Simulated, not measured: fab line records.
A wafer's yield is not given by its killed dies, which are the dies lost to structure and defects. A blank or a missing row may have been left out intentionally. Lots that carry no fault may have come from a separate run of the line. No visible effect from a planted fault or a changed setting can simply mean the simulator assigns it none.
Which tool did it? / flow gf180mcu / 7 lots (21 wafers sampled), 1 step of a 602-step route

WHAT EACH GAUGE READ, for each wafer
GF_VT_IMPLANT_TW_MEAS_10.
lot=L468; measured=day 5 22:08; on=film metro-04; VT_IMPLANT_TW=565.2 568.1 571.9
lot=L471; measured=day 6 18:46; on=film metro-04; VT_IMPLANT_TW=563.8 563.5 563.1
lot=L475; measured=day 7 16:53; on=film metro-03; VT_IMPLANT_TW=569.0 568.3 569.3
lot=L481; measured=day 9 09:46; on=film metro-03; VT_IMPLANT_TW=567.9 565.2 564.1
lot=L483; measured=day 9 21:39; on=film metro-03; VT_IMPLANT_TW=562.5 564.8 563.6
lot=L485; measured=day 10 07:34; on=film metro-03; VT_IMPLANT_TW=561.4 564.9 563.0
lot=L488; measured=day 11 03:00; on=film metro-04; VT_IMPLANT_TW=561.9 563.4 562.6

WHAT TOOL EACH LOT RAN ON (gives the tool, then ch and the chambers of the sampled wafers, and finally the start)
Record: no process step prior to these readings.

THE ANSWER, worked out from the rows above alone
Rule: the usual values come from the lots themselves. The widest of any qualifying gaps counts: lots, ordered by their means at a reading, are off when they make up no more than a third of the lots, leave a main group of 4 or more, and stand apart from it by 3 or more times the standard deviation of that group's means. A main group whose means are all the same, to the digits that the tables above print for the reading, isn't used. Also off: a lot with no number at a reading for which 4 or more lots have one. Where the step has rows for the other lots, those lots are counted as sound.
No lot is off at any reading shown: from this, nothing can be told.

WHAT THE SIMULATOR HAD PUT IN
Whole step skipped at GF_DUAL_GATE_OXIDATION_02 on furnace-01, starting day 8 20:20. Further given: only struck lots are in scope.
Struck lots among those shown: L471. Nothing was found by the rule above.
